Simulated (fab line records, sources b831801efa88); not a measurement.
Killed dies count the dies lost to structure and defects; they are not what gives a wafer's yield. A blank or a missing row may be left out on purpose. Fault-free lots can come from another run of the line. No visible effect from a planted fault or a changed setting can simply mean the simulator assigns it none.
Problem report in the 8D (eight disciplines) form, filled by code :: flow gf180mcu :: the parts of the form that need people (team, actions taken, sign-off) are left out

1. THE PROBLEM
Wafers without a fault read 69.998, standard deviation 0.019; beam_energy_keV at GF_VT_IMPLANT_IMPLANT_41 reads a mean of 66.714 on 6 wafers belonging to 2 lots. So: -99 or more standard deviations from the usual mean.
The first sign was on wafer L910.1 at day 13 17:25, on implanter-02. The record has a number at this step for 18 wafers belonging to 6 lots. The rule behind "out" and "out of limits": a value lying over 4 standard deviations away from the usual mean. The other wafers with a number count as sound.

2. WHAT IT IS AND WHAT IT IS NOT
question: which readings at this step
is: beam_energy_keV
is not: -

question: which lots
is: L910, L911
is not: L888, L894, L896, L901

question: which wafers of those lots
is: all that have a number
is not: -

question: read on which tools
is: implanter-02
is not: implanter-01, implanter-04

question: when
is: from day 13 17:25
is not: up to then (12 sound wafers)

3. THE SUSPECTS, EACH WITH WHAT RULES IT OUT
Counting: a tool at a process step up to the reading stays a suspect if it ran every lot that is out and no sound lot after the first of them.
- plasma_asher-01 at GF_VT_IMPLANT_STRIP_31 (strips in O2/N2): kept. Every lot that is out went through it, starting with L910 (day 12 21:09), and after that it ran no sound lot; the last sound lot it ran before then is L894 (day 8 10:44).
- implanter-02 at GF_VT_IMPLANT_IMPLANT_41: kept. Every lot that is out went through it, starting with L910 (day 13 17:25), and after that it ran no sound lot; the last sound lot it ran before then is L888 (day 7 12:15). Its own readings are out on those wafers: beam_energy_keV.
Left after counting: plasma_asher-01 at GF_VT_IMPLANT_STRIP_31, implanter-02 at GF_VT_IMPLANT_IMPLANT_41.

4. THE CAUSE (what the simulator had put in)
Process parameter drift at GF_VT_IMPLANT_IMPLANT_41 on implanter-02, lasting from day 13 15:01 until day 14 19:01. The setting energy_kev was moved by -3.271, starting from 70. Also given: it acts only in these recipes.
Counting leaves 2 suspects; this tool is one of them.

5. SEQUENCE OF EFFECTS, ordered by route
One row per reading whose mean, taken over the struck wafers that have a number, lies over 3 standard deviations from the usual. Scope: only readings with a usual standard deviation given in the record; hours: median across lots of the time from each lot's start at the first step in this table that gives one to its start at this step; sigmas: change in usual standard deviations.
hours: 0
step: GF_VT_IMPLANT_IMPLANT_41
reading: beam_energy_keV
usual: 69.998
on struck wafers: 66.714
change: -3.284
sigmas: -99 or more
Here are the process steps it includes:
- GF_VT_IMPLANT_IMPLANT_41

6. HOW IT WOULD HAVE BEEN CAUGHT EARLIER
In this record the first reading out of limits was taken at day 13 17:25, 2 hours after the fault began at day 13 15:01.
